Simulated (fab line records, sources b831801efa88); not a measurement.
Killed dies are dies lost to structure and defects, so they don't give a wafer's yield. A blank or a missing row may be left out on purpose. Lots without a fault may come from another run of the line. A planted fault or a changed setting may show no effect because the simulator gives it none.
Problem report in the 8D (eight disciplines) form, filled by code | flow gf180mcu | the parts of the form that need people (team, actions taken, sign-off) are left out

1. THE PROBLEM
oes_product_au at GF_V1_STRIP_18 reads a mean of 0.628 a.u. on 3 wafers of 1 lot; wafers without a fault read 0.593 a.u. with a standard deviation of 0.005. That is +7.1 standard deviations from the usual mean.
The step: strips in O2/N2.
First seen on wafer L532.3, day 20 23:40, on plasma_asher-01. The record holds 33 wafers of 11 lots with a number at this step. Rule for "out", or "out of limits": more than 4 standard deviations from the usual mean. The other wafers with a number count as sound.

2. WHAT IT IS AND WHAT IT IS NOT
question                    | is                     | is not
which readings at this step | oes_product_au         | chamber_pressure_mTorr, drypump_motor_current_A, heater_power_w
which lots                  | L532                   | L525, L526, L538, L539, L542, L544, L545, L546, L547, L548
which wafers of those lots  | all that have a number | -
read on which tools         | plasma_asher-01        | plasma_asher-02, plasma_asher-04
when                        | from day 20 23:40      | up to then (6 sound wafers); but 24 sound wafers of L538, L539, L542, L544, L545, L546, L547, L548 came after

3. SUSPECTS, AND WHAT RULES EACH OUT
Counting: a tool at a process step up to the reading stays a suspect if it ran every lot that is out and no sound lot after the first of them.
- rie_metal-04 at GF_M1_METAL_ETCH_16 (etches the open film in Cl2/BCl3, stops on SiO2, target depth 627.5 nm, time 104.6 s): ruled out as a lasting fault. Sound lots L545, L547, L548 ran on it after its first lot that is out, L532 (day 19 22:20).
- litho_track-03 at GF_V1_COAT_09 (resist thk 1000 nm): ruled out as a lasting fault. Sound lots L546 ran on it after its first lot that is out, L532 (day 20 11:00).
- plasma_asher-01 at GF_V1_STRIP_18 (strips in O2/N2): ruled out as a lasting fault. Sound lots L538, L539, L542, L545, L548 ran on it after its first lot that is out, L532 (day 20 23:40).
Left after counting: nothing in the record.

4. THE CAUSE (what the simulator had put in)
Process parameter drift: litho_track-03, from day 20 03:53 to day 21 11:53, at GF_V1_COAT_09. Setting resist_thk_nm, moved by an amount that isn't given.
Counting ruled it out, wrongly: the rule takes a fault to strike every lot that its tool runs from its start on, and this one did not.

5. THE CHAIN OF EFFECTS, in route order
Each row: a reading whose mean over the struck wafers that have a number lies more than 3 standard deviations from the usual. Only readings for which the record gives a usual standard deviation are gone through. hours: the time from each lot's start at the first step in this table that gives one to its start at this step, as a median over the lots. sigmas: the change in usual standard deviations.
hours | step           | reading        | usual      | on struck wafers | change | sigmas
0     | GF_V1_STRIP_18 | oes_product_au | 0.593 a.u. | 0.628            | +0.035 | +7.1
The process steps in it:
- GF_V1_STRIP_18: strips in O2/N2.
Later measuring or inspecting steps at which every struck wafer that the step has a row for has a number for every such reading, and none has moved that far: GF_V1_THK_MEAS_25.

6. WHAT WOULD HAVE CAUGHT IT SOONER
In this record the first reading out of limits was taken at day 20 23:40, 20 hours after the fault began at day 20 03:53.
